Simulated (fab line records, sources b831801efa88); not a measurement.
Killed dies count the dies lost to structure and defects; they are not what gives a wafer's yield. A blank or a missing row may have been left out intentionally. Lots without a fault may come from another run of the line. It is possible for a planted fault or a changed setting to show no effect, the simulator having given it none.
Struck lot and sound lot, side by side	flow sfq-line	42 out of 325 route steps
Sound: these wafers, L840.1, L840.5, L840.6. Struck: wafer L846.4 (left out: L846.5, a lot-mate that was not struck); the cause follows at the end.
Per side, at each step with rows, come the tool, then ch with its chambers, and then its first start. Under that, the readings that differ: sound wafers	struck wafers	difference of the means	sigmas: that difference in standard deviations of wafers without a fault.
alike: words and numbers the same on both sides, and readings whose means are apart by under 2 such deviations; not compared: readings that were withheld, readings missing a value for some wafer, numbers with overlapping values and no deviation given by the record, and bounds like >300 which may hide the same value.
A row with sigmas, a row that says differs or no value, or rows on one side alone: a step with any of these is where the two part. Numbers that have no deviation but don't overlap get no sigmas and don't part them. A reading missing from all wafers of one side parts the sides only when that side holds two or more wafers.

first, 6 steps without rows for these wafers: SFQ_TRILAYER_I6_VIA_LITHO_COAT_174 (resist thk 62 nm); SFQ_TRILAYER_I6_VIA_LITHO_COAT_169 (resist thk 650 nm); SFQ_TRILAYER_I6_VIA_LITHO_SOFTBAKE_173; SFQ_TRILAYER_I6_VIA_LITHO_EXPOSE_170 (exposes mask I6, target cd 700 nm); SFQ_TRILAYER_I6_VIA_LITHO_PEB_172 (peb time 60 s); SFQ_TRILAYER_I6_VIA_LITHO_DEVELOP_171 (time 60 s).
SFQ_I6_OVL_MEAS_942:
  struck on overlay-01, day 77 10:19; sound on overlay-01, day 76 18:41
  alike: I6_OVL
SFQ_TRILAYER_I6_VIA_BARC_OPEN_VIA_ETCH_235: etches BARC in O2, target depth 125 nm, time 41.7 s.
  sound on rie-diel-03 ch 0,1,3, day 76 18:44; struck on rie-diel-03 ch 2, day 77 10:21
reading	sound	struck	difference	sigmas
drypump-motor-current-A (A)	5.1 5.8 4.8	6.1	+0.9	+2
  alike: oes-product-au
  not compared: rf-hours-counter-h
SFQ_TRILAYER_I6_VIA_ETCH_VIA_ETCH_172: etches SiO2 in CHF3, stops on Nb, target depth 260 nm.
  sound on rie-diel-03 ch 0,1,3, day 76 18:46; struck on rie-diel-03 ch 2, day 77 10:25
reading	sound	struck	difference	sigmas
drypump-motor-current-A (A)	5.1 5.8 4.8	6.1	+0.9	+2
  alike: oes-product-au
SFQ_TRILAYER_I6_VIA_STRIP_STRIP_173: strips in O2.
  sound on rie-metal-03 ch 0,1, day 76 18:53; struck on rie-metal-03 ch 1, day 77 10:41
  alike: drypump-motor-current-A, oes-product-au
  not compared: rf-hours-counter-h
then, 2 steps without rows for these wafers: SFQ_TRILAYER_I6_VIA_STRIP_SOLV_CLEAN_174 (cleans in NMP, time 600 s); SFQ_TRILAYER_M7_DEP_PRE_CLEAN_176 (time 22.5 s).
SFQ_TRILAYER_M7_DEP_SPUTTER_175: material Nb, target thk 200 nm, time 133.3 s.
  struck on pvd-sputter-04, day 77 11:17; sound on pvd-sputter-04, day 76 19:41
reading	sound	struck	difference	sigmas
throttle-valve-pct (%)	27.6 30.9 27.9	31.2	+2.4	+3
model.Nb_of_TRILAYER_M7_DEP_SPUTTER_175.thk-nm (nm)	199.5 202.6 199.5	217.7	+17.2	
SFQ_M7_RS_MEAS_943: measures by four-point-probe.
  struck on film-metro-03, day 77 11:26; sound on film-metro-03, day 76 19:46
reading	sound	struck	difference	sigmas
M7_NB_RS (ohm/sq)	0.890 0.879 0.892	0.818	-0.069	-5
then, 6 steps without rows for these wafers: SFQ_TRILAYER_M7_LITHO_COAT_182 (resist thk 62 nm); SFQ_TRILAYER_M7_LITHO_COAT_177 (resist thk 600 nm); SFQ_TRILAYER_M7_LITHO_SOFTBAKE_181; SFQ_TRILAYER_M7_LITHO_EXPOSE_178 (exposes mask M7, target cd 500 nm); SFQ_TRILAYER_M7_LITHO_PEB_180 (peb time 60 s); SFQ_TRILAYER_M7_LITHO_DEVELOP_179 (time 60 s).
SFQ_M7_OVL_MEAS_945:
  struck on overlay-01, day 78 13:19; sound on overlay-02, day 78 03:42
  alike: M7_OVL
SFQ_TRILAYER_M7_BARC_OPEN_METAL_ETCH_229: etches BARC in O2, target depth 125 nm, time 41.7 s.
  sound on rie-metal-04 ch 0,1, day 78 03:44; struck on rie-metal-04 ch 1, day 78 13:21
  alike: drypump-motor-current-A, oes-product-au
  not compared: rf-hours-counter-h
SFQ_TRILAYER_M7_ETCH_METAL_ETCH_180: etches Nb in Cl2/Ar, stops on SiO2, target depth 240 nm, time 120 s.
  sound on rie-metal-04 ch 0,1, day 78 03:47; struck on rie-metal-04 ch 1, day 78 13:26
reading	sound	struck	difference	sigmas
oes-product-au (a.u.)	0.890 0.895 0.894	0.943	+0.050	+6
  alike: drypump-motor-current-A
  not compared: rf-hours-counter-h
then, 4 steps without rows for these wafers: SFQ_TRILAYER_M7_STRIP_STRIP_181 (strips in O2); SFQ_TRILAYER_M7_STRIP_SOLV_CLEAN_182 (cleans in NMP, time 600 s); SFQ_TRILAYER_I7_DEP_PECVD_183 (deposits SiO2 from SiH4/N2O, time 111.11 s, target thk 500 nm); SFQ_TRILAYER_I7_CMP_CMP_184 (polishes SiO2).
SFQ_I7_BOW_MEAS_946:
  struck on film-metro-03, day 79 05:31; sound on film-metro-03, day 78 13:10
reading	sound	struck	difference	sigmas
I7_BOW (um)	11 1 31	-11	-25	-2
SFQ_TRILAYER_I7_METRO_MEASURE_185:
  struck on film-metro-03, day 79 06:10; sound on film-metro-03, day 78 13:17
  alike: thk-nm
then, 6 steps without rows for these wafers: SFQ_TRILAYER_I7_VIA_LITHO_COAT_192 (resist thk 62 nm); SFQ_TRILAYER_I7_VIA_LITHO_COAT_187 (resist thk 650 nm); SFQ_TRILAYER_I7_VIA_LITHO_SOFTBAKE_191; SFQ_TRILAYER_I7_VIA_LITHO_EXPOSE_188 (exposes mask I7, target cd 1000 nm); SFQ_TRILAYER_I7_VIA_LITHO_PEB_190 (peb time 60 s); SFQ_TRILAYER_I7_VIA_LITHO_DEVELOP_189 (time 60 s).
-- the record jumps here: 3 days lie between the struck wafers' starts before and after --
SFQ_I7_OVL_MEAS_947:
  struck on overlay-02, day 82 17:19; sound on overlay-02, day 81 12:29
  alike: I7_OVL
then, 5 steps without rows for these wafers: SFQ_TRILAYER_I7_VIA_BARC_OPEN_VIA_ETCH_260 (etches BARC in O2, target depth 125 nm, time 41.7 s); SFQ_TRILAYER_I7_VIA_ETCH_VIA_ETCH_190 (etches SiO2 in CHF3, stops on Nb, target depth 260 nm); SFQ_TRILAYER_I7_VIA_STRIP_STRIP_191 (strips in O2); SFQ_TRILAYER_I7_VIA_STRIP_SOLV_CLEAN_192 (cleans in NMP, time 600 s); SFQ_TRILAYER_M8_LITHO_LOR_COAT_197.
-- the record jumps here: 3 days lie between the struck wafers' starts before and after --
SFQ_M8_BOW_MEAS_951:
  struck on film-metro-01, day 85 19:34; sound on film-metro-01, day 84 18:38
reading	sound	struck	difference	sigmas
M8_BOW (um)	13 1 33	-10	-26	-2
model.etest.m7.ohm-um	1.772 1.744 1.782	1.631	-0.135	
model.etest.i6.link-ohm	1.857 1.851 1.856	1.804	-0.051	
model.etest.i7.link-ohm	1.056 1.041 1.054	0.9797	-0.0706	
model.etest.m7.ohm-sq	0.8917 0.878 0.8916	0.8172	-0.0699	

== WHERE THEY PART ==
First at SFQ_TRILAYER_I6_VIA_BARC_OPEN_VIA_ETCH_235; last, within this record, at SFQ_M8_BOW_MEAS_951.

WHY: the cause the simulator had injected
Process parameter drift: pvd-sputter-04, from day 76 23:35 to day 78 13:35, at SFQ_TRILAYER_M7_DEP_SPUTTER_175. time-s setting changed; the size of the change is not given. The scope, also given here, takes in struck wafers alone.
